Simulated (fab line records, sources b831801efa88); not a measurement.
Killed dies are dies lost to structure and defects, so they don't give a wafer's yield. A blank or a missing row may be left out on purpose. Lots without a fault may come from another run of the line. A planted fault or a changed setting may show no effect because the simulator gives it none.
fab line records | flow gf180mcu
record lots=5 wafers=15 last_day=34
route steps=602 shown M1@327 V1@335 M2@362
lots that met no fault: from a run of the same line without faults
start_h: hours from the record's first day to the start of the lot's first wafer shown | wait_h: hours since the lot's step before | " the same as in the row above | L1.1+2: a row that stands for several wafers | - no value, or no start given | * or withheld: withheld | < > ~ a bound
route shown NAME@n: a module of which the file shows steps, and the number in the route of the first | usual: mean/standard deviation of fault-free wafers | same: alike in all rows | chamber/n: place in a boat | sites: the reading at each site | _std_site: their standard deviation | _edge_site: outer sites' mean less inner sites' | radius_mm: how far each site lies from the wafer's centre | mask NAME#n: copy n | behind: the tool/chamber that last shaped the wafer | hold: why the lot was held/for how many hours/how that ended | device: the transistor (n, p or np) that didn't switch | end of line: the same wafers' tests at the end of the route | a step without rows: its recipe alone | killed: dies lost to structure and defects at the first sort, not the wafer's yield | map: a wafer's dies, x killed, . not, _ none there
set.NAME: the setting as run; set.NAME@STEP: as run at that earlier step | model.NAME: the simulator's own value behind a step, which no gauge read
lots at some steps of the route; a table a step, a row a wafer
services: from which hour (start_h, from the record's first day; less than 0 if before it) a tool's chamber was out of use, for how many hours, and why
## steps
# step GF_M1_PEB_12
# recipe peb_temp_c=135 peb_time_s=90 resist=KrF
# columns lot.wafer tool chamber start_h wait_h
L080.2+3+5 litho_track-02 0 - -
L079.3+4+5 litho_track-01 0 - -
L086.3+5+6 litho_track-02 0 - -
L090.3+4+5 litho_track-03 0 - -
L096.2+5+6 litho_track-03 0 - -
# step GF_M1_DEVELOP_13
# recipe develop_time_s=60 dev_temp_c=21
# columns lot.wafer tool chamber start_h wait_h
L080.2+3+5 litho_track-02 0 438.32 0.2
L079.3+4+5 litho_track-01 0 448.47 0.1
L086.3+5+6 litho_track-02 0 494.79 0.1
L090.3+4+5 litho_track-03 0 530.00 0.1
L096.2+5+6 litho_track-03 0 571.83 0.2
# step GF_M1_CD_MEAS_14
# recipe target_cd_nm=230
# usual cd_nm=230.0/1.1
# columns lot.wafer tool chamber start_h wait_h cd_nm
L080.2 cd_sem-02 - 438.46 0.1 230.9
L080.3 " - " " 231.7
L080.5 " - " " 231.3
L079.3 cd_sem-01 - 448.61 0.1 230.9
L079.4 " - " " 230.8
L079.5 " - " " 230.5
L086.3 cd_sem-02 - 494.93 0.1 229.3
L086.5 " - " " 229.5
L086.6 " - " " 229.2
L090.3 cd_sem-01 - 530.14 0.1 230.8
L090.4 " - " " 228.9
L090.5 " - " " 230.1
L096.2 cd_sem-01 - 571.97 0.1 228.9
L096.5 " - " " 230.0
L096.6 " - " " 229.1
# step GF_M1_OVL_MEAS_15
# usual M1_OVL=2/5.1
# columns lot.wafer tool chamber start_h wait_h M1_OVL[nm]
L080.2 overlay-02 - 438.57 0.1 0
L080.3 " - " " 6
L080.5 " - " " 7
L079.3 overlay-01 - 448.70 0.1 1
L079.4 " - " " 5
L079.5 " - " " -1
L086.3 overlay-02 - 495.02 0.1 2
L086.5 " - " " -1
L086.6 " - " " -4
L090.3 overlay-02 - 530.23 0.1 6
L090.4 " - " " 4
L090.5 " - " " 10
L096.2 overlay-01 - 572.08 0.1 7
L096.5 " - " " 4
L096.6 " - " " 10
# step GF_M1_METAL_ETCH_16
# recipe chemistry=Cl2/BCl3 mask_material=KrF target_depth_nm=750.8 stop_on=SiO2 pressure_mtorr=8 icp_w=800 bias_w=140 Cl2_flow_sccm=80 bcl3_flow_sccm=40 time_s=125.1
# usual drypump_motor_current_A=5.8/0.44 oes_product_au=0.992/0.0063 throttle_valve_pct=28.228/0.01
# columns lot.wafer tool chamber start_h wait_h drypump_motor_current_A oes_product_au rf_hours_counter_h throttle_valve_pct
L080.2 rie_metal-02 0 438.60 0.0 5.9 0.999 10 28.213
L080.3 " 1 " " 5.0 0.984 - 28.245
L080.5 " 0 " " 5.9 0.989 - 28.231
L079.3 rie_metal-03 0 448.77 0.1 6.1 0.996 - 28.231
L079.4 " 1 " " 6.4 0.994 - 28.228
L079.5 " 1 " " 6.4 0.994 - 28.239
L086.3 rie_metal-01 1 495.09 0.1 5.9 0.994 - 28.220
L086.5 " 1 " " 5.9 0.993 - 28.228
L086.6 " 0 " " 5.4 0.994 - 28.220
L090.3 rie_metal-03 1 530.30 0.1 6.4 0.995 - 28.246
L090.4 " 0 " " 6.1 0.997 - 28.213
L090.5 " 1 " " 6.4 0.978 - 28.224
L096.2 rie_metal-01 1 572.15 0.1 5.9 0.996 - 28.216
L096.5 " 1 " " 5.8 0.986 - 28.234
L096.6 " 1 " " 5.9 0.994 - 28.238
# step GF_M1_STRIP_17
# recipe chemistry=O2/N2 power_w=1400 pressure_mtorr=1500 platen_temp_c=250 o2_flow_sccm=3000 n2_flow_sccm=300 overash_fraction=0.5
# usual drypump_motor_current_A=5.9/0.58 heater_power_w=372/48 n2_flow_sccm=300.1/0.81 o2_flow_sccm=3001/8.6 oes_product_au=0.536/0.0052 strip_time_to_endpoint_s=7.35/0.063
# columns lot.wafer tool chamber start_h wait_h drypump_motor_current_A heater_power_w n2_flow_sccm o2_flow_sccm oes_product_au rf_hours_counter_h strip_time_to_endpoint_s
L080.2 plasma_asher-02 0 438.73 0.1 6.3 373 300.4 3005 0.534 33 7.29
L080.3 " 0 " " 6.3 373 300.5 2995 0.535 - 7.39
L080.5 " 0 " " 6.2 374 300.4 3011 0.537 - 7.28
L079.3 plasma_asher-02 1 448.89 0.1 6.2 458 300.8 3007 0.531 - 7.28
L079.4 " 0 " " 6.3 368 302.3 2987 0.531 - 7.39
L079.5 " 0 " " 6.3 378 300.3 3008 0.535 - 7.38
L086.3 plasma_asher-04 1 495.21 0.1 4.7 338 301.1 2993 0.542 - 7.36
L086.5 " 1 " " 4.6 343 301.0 3003 0.543 - 7.33
L086.6 " 0 " " 6.2 319 299.6 3007 0.537 - 7.29
L090.3 plasma_asher-04 0 530.42 0.1 6.2 334 299.9 2996 0.541 - 7.39
L090.4 " 1 " " 4.7 340 300.6 3010 0.535 - 7.28
L090.5 " 0 " " 6.2 325 301.5 2994 0.532 - 7.42
L096.2 plasma_asher-02 1 572.37 0.2 6.2 468 300.1 2990 0.537 46 7.41
L096.5 " 0 " " 6.3 380 300.3 3010 0.531 - 7.40
L096.6 " 1 " " 6.2 456 301.5 3004 0.535 - 7.39
# step GF_M1_STRIP_18
# recipe chemistry=post_etch_residue_remover time_s=1200 temp_c=72.5
# columns lot.wafer tool chamber start_h wait_h
L080.2+3+5 wet_bench-03 0 438.83 0.1
L079.3+4+5 wet_bench-01 2 448.96 0.0
L086.3+5+6 wet_bench-01 2 495.28 0.0
L090.3+4+5 wet_bench-02 1 530.49 0.0
L096.2+5+6 wet_bench-02 0 572.47 0.1
# step GF_M1_CLEAN_19
# recipe chemistry=DIW dry=n2_spin
# columns lot.wafer tool chamber start_h wait_h
L080.2+3+5 wet_bench-02 3 439.17 0.0
L079.3+4+5 wet_bench-02 0 449.33 0.0
L086.3+5+6 wet_bench-02 0 495.62 0.0
L090.3+4+5 wet_bench-03 1 530.83 0.0
L096.2+5+6 wet_bench-03 3 573.21 0.0
# step GF_V1_CVD_00
# recipe material=SiO2 target_thk_nm=600 sigma_open_frac=0.3 temp_c=400 time_s=100 sih4_flow_sccm=60 pressure_mtorr=6
# columns lot.wafer tool chamber start_h wait_h
L080.2+3+5 hdpcvd-01 0,2,2 439.26 0.0
L079.3+4+5 hdpcvd-01 2,0,1 449.42 0.0
L086.3+5+6 hdpcvd-01 1,0,2 495.71 0.0
L090.3+4+5 hdpcvd-01 2,2,1 530.94 0.0
L096.2+5+6 hdpcvd-01 1,2,0 573.30 0.0
# step GF_V1_THK_MEAS_01
# recipe reads=SiO2_of_V1_CVD_00
# usual V1_CVD_00_THK=598/8.1
# columns lot.wafer tool chamber start_h wait_h V1_CVD_00_THK[nm]
L080.2 film_metro-02 - 439.34 0.0 586
L080.3 " - " " 591
L080.5 " - " " 596
L079.3 film_metro-02 - 449.51 0.1 602
L079.4 " - " " 591
L079.5 " - " " 592
L086.3 film_metro-03 - 495.80 0.1 599
L086.5 " - " " 604
L086.6 " - " " 613
L090.3 film_metro-03 - 531.03 0.1 608
L090.4 " - " " 607
L090.5 " - " " 593
L096.2 film_metro-01 - 573.39 0.0 615
L096.5 " - " " 614
L096.6 " - " " 608
# step GF_V1_CVD_02
# recipe material=SiO2 target_thk_nm=850 precursor=TEOS temp_c=400 time_s=94.851 rf_w=600
# usual heater_power_w=711/110
# columns lot.wafer tool chamber start_h wait_h heater_power_w
L080.2 pecvd-02 2 439.39 0.0 512
L080.3 " 1 " " 821
L080.5 " 0 " " 594
L079.3 pecvd-04 2 449.55 0.0 639
L079.4 " 1 " " 766
L079.5 " 2 " " 707
L086.3 pecvd-01 1 495.84 0.0 572
L086.5 " 0 " " 818
L086.6 " 1 " " 605
L090.3 pecvd-01 1 531.07 0.0 636
L090.4 " 2 " " 803
L090.5 " 0 " " 679
L096.2 pecvd-04 0 573.44 0.0 879
L096.5 " 2 " " 764
L096.6 " 1 " " 717
# step GF_V1_THK_MEAS_03
# recipe reads=SiO2_of_V1_CVD_02
# usual V1_CVD_02_THK=850/13
# columns lot.wafer tool chamber start_h wait_h V1_CVD_02_THK[nm]
L080.2 film_metro-02 - 439.47 0.0 840
L080.3 " - " " 845
L080.5 " - " " 871
L079.3 film_metro-01 - 449.64 0.1 836
L079.4 " - " " 843
L079.5 " - " " 847
L086.3 film_metro-01 - 495.93 0.1 847
L086.5 " - " " 857
L086.6 " - " " 867
L090.3 film_metro-01 - 531.16 0.1 860
L090.4 " - " " 866
L090.5 " - " " 865
L096.2 film_metro-03 - 573.51 0.0 849
L096.5 " - " " 838
L096.6 " - " " 839
# step GF_V1_CMP_04
# recipe material=SiO2 down_force_psi=4 platen_rpm=60 pad_velocity_m_s=0.94248
# usual edge_zone_pressure_frac=1.000/0.005 motor_current_A=12.1/0.67 platen_rpm=60.01/0.048 time_to_endpoint_s=83/6.8
# columns lot.wafer tool chamber start_h wait_h edge_zone_pressure_frac motor_current_A platen_rpm time_to_endpoint_s
L080.2 cmp-02 2 439.52 0.0 1.002 12.8 60.01 81
L080.3 " 3 " " 1.005 11.1 59.96 78
L080.5 " 2 " " 1.004 12.9 59.95 88
L079.3 cmp-02 1 449.73 0.1 0.997 12.4 59.94 75
L079.4 " 3 " " 0.999 11.8 60.04 81
L079.5 " 0 " " 0.995 12.0 60.11 83
L086.3 cmp-02 0 496.07 0.1 1.010 12.0 60.00 90
L086.6 " 2 " " 1.003 12.9 60.13 98
L086.5 " 3 " " 1.005 11.9 60.02 92
L090.4 cmp-02 2 531.20 0.0 1.009 13.2 59.97 93
L090.3 " 0 " " 1.007 12.1 60.01 87
L090.5 " 3 " " 0.996 11.7 59.97 89
L096.2 cmp-02 0 576.88 3.4 1.005 11.8 59.90 80
L096.5 " 0 " " 1.014 12.3 59.92 76
L096.6 " 1 " " 0.998 12.2 60.05 74
# step GF_V1_BOW_MEAS_05
# recipe mode=bow
# usual V1_BOW=83/6.9
# columns lot.wafer tool chamber start_h wait_h V1_BOW[um]
L080.2 film_metro-03 - 439.84 0.3 85
L080.3 " - " " 77
L080.5 " - " " 84
L079.3 film_metro-01 - 450.02 0.2 85
L079.4 " - " " 81
L079.5 " - " " 90
L086.3 film_metro-02 - 496.31 0.2 77
L086.5 " - " " 73
L086.6 " - " " 68
L090.3 film_metro-02 - 531.54 0.2 85
L090.4 " - " " 81
L090.5 " - " " 95
L096.2 film_metro-01 - 577.20 0.3 79
L096.5 " - " " 81
L096.6 " - " " 74
# step GF_V1_DEHYDRATE_06
# recipe temp_c=200 time_s=60
# columns lot.wafer tool chamber start_h wait_h
L080.2+3+5 litho_track-02 0 451.62 11.8
L079.3+4+5 litho_track-04 0 462.03 12.0
L086.3+5+6 litho_track-04 0 507.73 11.4
L090.3+4+5 litho_track-01 0 541.92 10.4
L096.2+5+6 litho_track-04 0 586.71 9.5
# step GF_V1_HMDS_07
# recipe prime_time_s=60 prime_temp_c=120
# same prime_time_s=60
# columns lot.wafer tool chamber start_h wait_h
L080.2+3+5 litho_track-02 0 451.77 0.1
L079.3+4+5 litho_track-04 0 462.18 0.1
L086.3+5+6 litho_track-04 0 507.88 0.1
L090.3+4+5 litho_track-01 0 542.07 0.1
L096.2+5+6 litho_track-04 0 586.86 0.1
# step GF_V1_COAT_08
# recipe resist=BARC temp_c=withheld time_s=withheld spin_rpm=withheld resist_thk_nm=withheld
# columns lot.wafer tool chamber start_h wait_h
L080.2+3+5 litho_track-02 0 451.92 0.1
L079.3+4+5 litho_track-04 0 462.33 0.1
L086.3+5+6 litho_track-04 0 508.03 0.1
L090.3+4+5 litho_track-01 0 542.22 0.1
L096.2+5+6 litho_track-04 0 587.01 0.1
# step GF_V1_COAT_09
# recipe resist=KrF spin_rpm=withheld resist_thk_nm=1000
# columns lot.wafer tool chamber start_h wait_h
L080.2+3+5 litho_track-02 0 - -
L079.3+4+5 litho_track-04 0 - -
L086.3+5+6 litho_track-04 0 - -
L090.3+4+5 litho_track-01 0 - -
L096.2+5+6 litho_track-04 0 - -
# step GF_V1_SOFTBAKE_10
# recipe temp_c=130 time_s=60 resist=KrF
# columns lot.wafer tool chamber start_h wait_h
L080.2+3+5 litho_track-02 0 - -
L079.3+4+5 litho_track-04 0 - -
L086.3+5+6 litho_track-04 0 - -
L090.3+4+5 litho_track-01 0 - -
L096.2+5+6 litho_track-04 0 - -
# step GF_V1_EXPOSE_11
# recipe mask_id=Via1 target_cd_nm=260 na=0.68 source_shape=conventional sigma_outer=0.6 dose_mj=38
# usual focus_offset_nm=0.0/0.48
# columns lot.wafer tool chamber start_h wait_h mask focus_offset_nm
L080.2 krf_scanner-02 0 - - Via1#0 -0.4
L080.3 " 0 " " Via1#0 0.1
L080.5 " 0 " " Via1#0 -0.5
L079.3 krf_scanner-02 0 - - Via1#0 0.1
L079.4 " 0 " " Via1#0 0.6
L079.5 " 0 " " Via1#0 0.0
L086.3 krf_scanner-01 0 - - Via1#0 -0.4
L086.5 " 0 " " Via1#0 0.3
L086.6 " 0 " " Via1#0 0.1
L090.3 krf_scanner-02 0 - - Via1#0 -0.3
L090.4 " 0 " " Via1#0 -1.4
L090.5 " 0 " " Via1#0 -0.5
L096.2 krf_scanner-02 0 - - Via1#0 0.3
L096.5 " 0 " " Via1#0 -1.0
L096.6 " 0 " " Via1#0 0.0
# step GF_V1_PEB_12
# recipe peb_temp_c=134 peb_time_s=90 resist=KrF
# columns lot.wafer tool chamber start_h wait_h
L080.2+3+5 litho_track-04 0 - -
L079.3+4+5 litho_track-02 0 - -
L086.3+5+6 litho_track-02 0 - -
L090.3+4+5 litho_track-02 0 - -
L096.2+5+6 litho_track-04 0 - -
# step GF_V1_DEVELOP_13
# recipe develop_time_s=60 resist=KrF dev_temp_c=21
# columns lot.wafer tool chamber start_h wait_h
L080.2+3+5 litho_track-04 0 463.91 0.2
L079.3+4+5 litho_track-02 0 474.44 0.1
L086.3+5+6 litho_track-02 0 519.09 0.1
L090.3+4+5 litho_track-02 0 553.69 0.1
L096.2+5+6 litho_track-04 0 598.16 0.2
# step GF_V1_CD_MEAS_14
# recipe target_cd_nm=260
# usual cd_nm=260.2/1.1
# columns lot.wafer tool chamber start_h wait_h cd_nm
L080.2 cd_sem-02 - 464.05 0.1 261.4
L080.3 " - " " 261.1
L080.5 " - " " 261.2
L079.3 cd_sem-01 - 474.58 0.1 260.4
L079.4 " - " " 260.2
L079.5 " - " " 260.4
L086.3 cd_sem-02 - 519.23 0.1 260.1
L086.5 " - " " 260.2
L086.6 " - " " 260.6
L090.3 cd_sem-01 - 553.89 0.2 260.1
L090.4 " - " " 259.5
L090.5 " - " " 259.6
L096.2 cd_sem-01 - 598.30 0.1 258.9
L096.5 " - " " 258.6
L096.6 " - " " 258.4
# step GF_V1_OVL_MEAS_15
# usual V1_OVL=6/5.6
# columns lot.wafer tool chamber start_h wait_h V1_OVL[nm]
L080.2 overlay-02 - 464.16 0.1 6
L080.3 " - " " 14
L080.5 " - " " 14
L079.3 overlay-02 - 474.67 0.1 8
L079.4 " - " " 7
L079.5 " - " " 1
L086.3 overlay-02 - 519.32 0.1 19
L086.5 " - " " 15
L086.6 " - " " 5
L090.3 overlay-01 - 553.98 0.1 0
L090.4 " - " " 6
L090.5 " - " " 1
L096.2 overlay-02 - 598.41 0.1 8
L096.5 " - " " -1
L096.6 " - " " 9
# step GF_V1_ETCH_16
# recipe chemistry=N2/H2 target_depth_a=withheld overetch_a=withheld time_s=withheld target=BARC ion_energy_ev=200 source_w=500 bias_w=100 pressure_mtorr=30 n2_flow_sccm=100 h2_flow_sccm=200
# usual drypump_motor_current_A=5.8/0.47 n2_flow_sccm=100.0/0.3 oes_product_au=0.854/0.0051 throttle_valve_pct=13.225/0.0092
# columns lot.wafer tool chamber start_h wait_h drypump_motor_current_A n2_flow_sccm oes_product_au throttle_valve_pct
L080.2 rie_diel-01 0 464.19 0.0 5.1 99.9 0.853 13.238
L080.3 " 1 " " 6.2 99.9 0.845 13.222
L080.5 " 2 " " 4.9 100.2 0.850 13.226
L079.3 rie_diel-03 2 474.70 0.0 5.9 100.3 0.848 13.243
L079.4 " 1 " " 5.9 99.6 0.853 13.232
L079.5 " 0 " " 5.7 100.2 0.863 13.230
L086.3 rie_diel-04 3 519.35 0.0 6.3 100.3 0.843 13.220
L086.5 " 1 " " 6.1 100.3 0.851 13.224
L086.6 " 2 " " 6.3 100.1 0.853 13.212
L090.3 rie_diel-03 1 554.01 0.0 5.9 100.3 0.856 13.217
L090.4 " 0 " " 5.7 100.0 0.850 13.231
L090.5 " 2 " " 5.9 100.4 0.856 13.221
L096.2 rie_diel-03 2 598.44 0.0 5.9 100.0 0.855 13.215
L096.5 " 3 " " 6.2 100.5 0.854 13.219
L096.6 " 2 " " 5.9 99.9 0.854 13.230
# step GF_V1_ETCH_17
# recipe chemistry=C4F8/O2/Ar mask_material=KrF target=SiO2 stop_on=TiN source_w=1500 bias_w=1200 pressure_mtorr=40 c4f8_flow_sccm=withheld O2_flow_sccm=6 Ar_flow_sccm=300 time_s=withheld target_depth_a=6300
# usual oes_product_au=0.856/0.0049
# columns lot.wafer tool chamber start_h wait_h oes_product_au
L080.2 rie_diel-01 0 - - 0.848
L080.3 " 1 " " 0.860
L080.5 " 2 " " 0.852
L079.3 rie_diel-03 2 - - 0.855
L079.4 " 1 " " 0.851
L079.5 " 0 " " 0.858
L086.3 rie_diel-04 3 - - 0.855
L086.5 " 1 " " 0.856
L086.6 " 2 " " 0.863
L090.3 rie_diel-03 1 - - 0.853
L090.4 " 0 " " 0.861
L090.5 " 2 " " 0.854
L096.2 rie_diel-03 2 - - 0.847
L096.5 " 3 " " 0.854
L096.6 " 2 " " 0.847
# step GF_V1_STRIP_18
# recipe chemistry=O2/N2 power_w=1400 pressure_mtorr=1500 platen_temp_c=250 o2_flow_sccm=3000 n2_flow_sccm=300 overash_fraction=0.5
# usual drypump_motor_current_A=5.9/0.58 heater_power_w=372/58 n2_flow_sccm=300.3/0.95 o2_flow_sccm=3000/9.4 oes_product_au=0.593/0.0045
# columns lot.wafer tool chamber start_h wait_h drypump_motor_current_A heater_power_w n2_flow_sccm o2_flow_sccm oes_product_au rf_hours_counter_h
L080.2 plasma_asher-02 1 464.32 - 6.2 453 299.2 2989 0.592 36
L080.3 " 0 " " 6.3 371 300.6 2998 0.588 -
L080.5 " 1 " " 6.2 466 300.2 2986 0.587 -
L079.3 plasma_asher-03 1 474.86 - 6.3 314 300.3 2991 0.602 -
L079.4 " 0 " " 5.5 435 300.2 3017 0.596 -
L079.5 " 1 " " 6.3 303 300.8 2999 0.595 -
L086.3 plasma_asher-02 0 519.51 - 6.3 369 299.8 3010 0.593 -
L086.5 " 0 " " 6.3 375 298.4 2988 0.595 -
L086.6 " 1 " " 6.2 455 299.6 2997 0.585 -
L090.3 plasma_asher-04 0 554.17 - 6.2 322 298.7 3000 0.601 -
L090.4 " 1 " " 4.7 352 301.9 3000 0.598 -
L090.5 " 1 " " 4.7 336 300.4 2996 0.597 -
L096.2 plasma_asher-03 1 598.57 - 6.3 313 299.4 2998 0.592 92
L096.5 " 1 " " 6.3 307 299.5 2979 0.593 -
L096.6 " 0 " " 5.5 438 300.0 2990 0.594 -
# step GF_V1_STRIP_19
# recipe chemistry=post_etch_residue_remover time_s=1200 temp_c=72.5
# columns lot.wafer tool chamber start_h wait_h
L080.2+3+5 wet_bench-04 0 464.42 0.1
L079.3+4+5 wet_bench-01 2 474.93 0.0
L086.3+5+6 wet_bench-02 0 519.57 0.0
L090.3+4+5 wet_bench-02 2 554.24 0.0
L096.2+5+6 wet_bench-04 1 598.67 0.1
# step GF_V1_CLEAN_20
# recipe chemistry=DIW dry=n2_spin
# columns lot.wafer tool chamber start_h wait_h
L080.2+3+5 wet_bench-01 1 464.79 0.0
L079.3+4+5 wet_bench-02 3 475.30 0.0
L086.3+5+6 wet_bench-04 1 519.92 0.0
L090.3+4+5 wet_bench-01 0 554.61 0.0
L096.2+5+6 wet_bench-02 3 599.01 0.0
# step GF_V1_SPUTTER_21
# recipe material=Ti target_thk_nm=15 chamber_pressure_pa=5 power_w=2500 substrate_temp_c=200 time_s=80.02
# usual throttle_valve_pct=30.7/1.2
# columns lot.wafer tool chamber start_h wait_h throttle_valve_pct
L080.2 pvd_sputter-01 - 464.88 0.0 32.1
L080.3 " - " " 27.8
L080.5 " - " " 27.9
L079.3 pvd_sputter-03 - 475.39 0.0 32.6
L079.4 " - " " 30.0
L079.5 " - " " 32.4
L086.3 pvd_sputter-02 - 520.01 0.0 30.9
L086.5 " - " " 30.5
L086.6 " - " " 30.8
L090.3 pvd_sputter-03 - 554.70 0.0 32.3
L090.4 " - " " 31.3
L090.5 " - " " 31.0
L096.2 pvd_sputter-01 - 599.10 0.0 30.0
L096.5 " - " " 30.7
L096.6 " - " " 27.9
# step GF_V1_SPUTTER_22
# recipe material=TiN target_thk_nm=10 chamber_pressure_pa=5 power_w=4000 time_s=40
# usual throttle_valve_pct=30.7/1.2
# columns lot.wafer tool chamber start_h wait_h throttle_valve_pct
L080.2 pvd_sputter-01 - 464.94 0.0 32.3
L080.3 " - " " 27.7
L080.5 " - " " 27.7
L079.3 pvd_sputter-03 - 475.45 0.0 32.3
L079.4 " - " " 30.1
L079.5 " - " " 32.3
L086.3 pvd_sputter-02 - 520.07 0.0 30.5
L086.5 " - " " 30.8
L086.6 " - " " 30.7
L090.3 pvd_sputter-03 - 554.76 0.0 32.4
L090.4 " - " " 30.8
L090.5 " - " " 30.8
L096.2 pvd_sputter-01 - 599.16 0.0 29.8
L096.5 " - " " 30.7
L096.6 " - " " 28.0
# step GF_V1_CVD_23
# recipe material=W target_thk_nm=350 time_s=105.05 temp_c=400 pressure_torr=40
# usual heater_power_w=892/54
# columns lot.wafer tool chamber start_h wait_h heater_power_w
L080.2 cvd_w-01 1 464.98 0.0 918
L080.3 " 1 " " 918
L080.5 " 1 " " 925
L079.3 cvd_w-01 0 475.53 0.1 891
L079.4 " 1 " " 902
L079.5 " 0 " " 875
L086.3 cvd_w-01 0 520.15 0.1 886
L086.5 " 0 " " 879
L086.6 " 1 " " 934
L090.3 cvd_w-01 0 554.84 0.1 863
L090.4 " 1 " " 936
L090.5 " 1 " " 932
L096.2 cvd_w-01 1 599.20 0.0 908
L096.5 " 0 " " 889
L096.6 " 1 " " 936
# step GF_V1_RS_MEAS_24
# recipe thk_meas_gauge=four-point-probe reads=W_of_V1_CVD_23+TiN_of_V1_SPUTTER_22+Ti_of_V1_SPUTTER_21
# usual V1_W_RS=0.327/0.005
# columns lot.wafer tool chamber start_h wait_h V1_W_RS[ohm/sq]
L080.2 film_metro-03 - 465.12 0.1 0.326
L080.3 " - " " 0.331
L080.5 " - " " 0.325
L079.3 film_metro-02 - 475.64 0.1 0.321
L079.4 " - " " 0.329
L079.5 " - " " 0.322
L086.3 film_metro-03 - 520.26 0.1 0.320
L086.5 " - " " 0.319
L086.6 " - " " 0.325
L090.3 film_metro-02 - 554.95 0.1 0.324
L090.4 " - " " 0.327
L090.5 " - " " 0.327
L096.2 film_metro-02 - 599.33 0.1 0.330
L096.5 " - " " 0.324
L096.6 " - " " 0.329
# step GF_V1_THK_MEAS_25
# recipe thk_meas_gauge=xrf reads=W_of_V1_CVD_23
# usual V1_W_THK=348/6.5
# columns lot.wafer tool chamber start_h wait_h V1_W_THK[nm]
L080.2 film_metro-03 - 465.23 0.1 354
L080.3 " - " " 348
L080.5 " - " " 353
L079.3 film_metro-02 - 475.74 0.1 346
L079.4 " - " " 339
L079.5 " - " " 346
L086.3 film_metro-03 - 520.36 0.1 358
L086.5 " - " " 360
L086.6 " - " " 355
L090.3 film_metro-02 - 555.05 0.1 346
L090.4 " - " " 344
L090.5 " - " " 344
L096.2 film_metro-02 - 599.44 0.1 346
L096.5 " - " " 350
L096.6 " - " " 343
# step GF_V1_CMP_26
# recipe stop_on=SiO2 down_force_psi=3.5 platen_rpm=60 t_overpolish_s=15 target_thk_nm=0 pad_velocity_m_s=0.94248
# usual edge_zone_pressure_frac=1.000/0.0049 motor_current_A=11.0/0.6 overpolish_run_s=15.000/0.0089 platen_rpm=60.00/0.049 time_to_endpoint_s=85/3.3
# columns lot.wafer tool chamber start_h wait_h edge_zone_pressure_frac motor_current_A overpolish_run_s platen_rpm time_to_endpoint_s
L080.2 cmp-01 3 465.33 0.1 1.000 10.5 15.016 60.02 83
L080.3 " 1 " " 1.006 10.5 15.014 60.04 88
L080.5 " 3 " " 0.997 10.3 14.988 59.97 82
L079.4 cmp-01 3 475.78 0.0 0.994 10.2 14.995 60.01 81
L079.3 " 0 " " 1.002 12.3 14.995 59.95 82
L079.5 " 3 " " 0.999 10.6 14.997 60.03 84
L086.3 cmp-01 1 520.40 0.0 1.005 10.7 15.001 60.06 87
L086.5 " 1 " " 1.004 11.1 15.000 59.99 95
L086.6 " 2 " " 1.001 10.1 15.001 60.07 83
L090.4 cmp-01 2 555.19 0.1 1.004 10.6 14.995 59.97 82
L090.3 " 3 " " 1.002 10.1 15.015 59.98 86
L090.5 " 1 " " 0.992 10.9 15.003 60.01 86
L096.2 cmp-02 1 599.54 0.1 0.992 10.9 14.985 59.94 83
L096.6 " 0 " " 1.002 10.9 14.994 60.05 88
L096.5 " 1 " " 0.996 11.0 14.997 60.11 85
# step GF_M2_SPUTTER_00
# recipe material=Ti target_thk_nm=37.5 arriving_ion_energy_ev=80 substrate_temp_c=200 chamber_pressure_pa=2 power_w=4000 time_s=150
# usual throttle_valve_pct=30.2/1.2
# columns lot.wafer tool chamber start_h wait_h throttle_valve_pct
L080.2 pvd_sputter-04 - 465.58 0.2 29.3
L080.3 " - " " 30.4
L080.5 " - " " 29.1
L079.3 pvd_sputter-01 - 476.08 0.2 28.0
L079.4 " - " " 30.8
L079.5 " - " " 30.7
L086.3 pvd_sputter-01 - 520.70 0.2 30.9
L086.5 " - " " 31.0
L086.6 " - " " 29.6
L090.3 pvd_sputter-01 - 555.39 0.1 32.3
L090.4 " - " " 27.8
L090.5 " - " " 31.1
L096.2 pvd_sputter-03 - 599.79 0.2 32.2
L096.5 " - " " 31.4
L096.6 " - " " 31.0
# step GF_M2_SPUTTER_01
# recipe material=TiN target_thk_nm=30 power_w=6500 time_s=25 chamber_pressure_pa=0.4
# usual throttle_valve_pct=30.2/1.3
# columns lot.wafer tool chamber start_h wait_h throttle_valve_pct
L080.2 pvd_sputter-04 - 465.68 0.1 29.1
L080.3 " - " " 30.7
L080.5 " - " " 29.3
L079.3 pvd_sputter-01 - 476.18 0.1 28.0
L079.4 " - " " 30.9
L079.5 " - " " 30.8
L086.3 pvd_sputter-01 - 520.80 0.1 30.7
L086.5 " - " " 30.9
L086.6 " - " " 30.0
L090.3 pvd_sputter-01 - 555.49 0.1 32.3
L090.4 " - " " 28.1
L090.5 " - " " 30.7
L096.2 pvd_sputter-03 - 599.89 0.1 32.3
L096.5 " - " " 31.7
L096.6 " - " " 31.4
# step GF_M2_SPUTTER_02
# recipe material=AlCu target_thk_nm=450 power_w=10600 time_s=23.9 chamber_pressure_pa=0.4
# usual throttle_valve_pct=30.2/1.2
# columns lot.wafer tool chamber start_h wait_h throttle_valve_pct
L080.2 pvd_sputter-04 - 465.71 0.0 29.4
L080.3 " - " " 30.9
L080.5 " - " " 29.2
L079.3 pvd_sputter-01 - 476.21 0.0 28.1
L079.4 " - " " 31.2
L079.5 " - " " 30.9
L086.3 pvd_sputter-01 - 520.83 0.0 30.9
L086.5 " - " " 30.6
L086.6 " - " " 29.8
L090.3 pvd_sputter-01 - 555.53 0.0 31.7
L090.4 " - " " 28.1
L090.5 " - " " 30.7
L096.2 pvd_sputter-03 - 599.92 0.0 32.3
L096.5 " - " " 31.8
L096.6 " - " " 30.8
## services
# columns tool chamber start_h hours kind
cmp-02 - 425.45 1.3 repair
cvd_w-01 - 426.44 3.4 repair
rie_diel-03 - 431.52 1.6 repair
cvd_w-01 1 442.57 6.6 repair
cmp-02 - 451.33 0.8 repair
rie_diel-03 3 452.66 10.5 repair
hdpcvd-01 - 456.97 2.8 pm
krf_scanner-02 - 474.14 1.3 pm
rie_diel-03 3 480.13 5.1 repair
cvd_w-01 - 482.14 0.8 repair
plasma_asher-02 - 492.78 12.3 repair
pvd_sputter-01 - 499.39 2.1 repair
rie_diel-03 - 519.91 2.8 pm
cmp-01 - 523.45 3.2 pm
krf_scanner-02 - 536.12 0.8 pm
hdpcvd-01 - 539.30 15.0 pm
krf_scanner-02 - 546.21 1.5 repair
krf_scanner-02 - 559.42 0.3 repair
cmp-01 - 565.42 11.6 pm
krf_scanner-02 - 567.74 1.0 pm
cmp-02 - 572.28 4.0 pm
cvd_w-01 1 579.34 14.5 repair
hdpcvd-01 - 585.53 6.0 pm
pvd_sputter-03 - 590.87 2.3 repair
## key
fault none
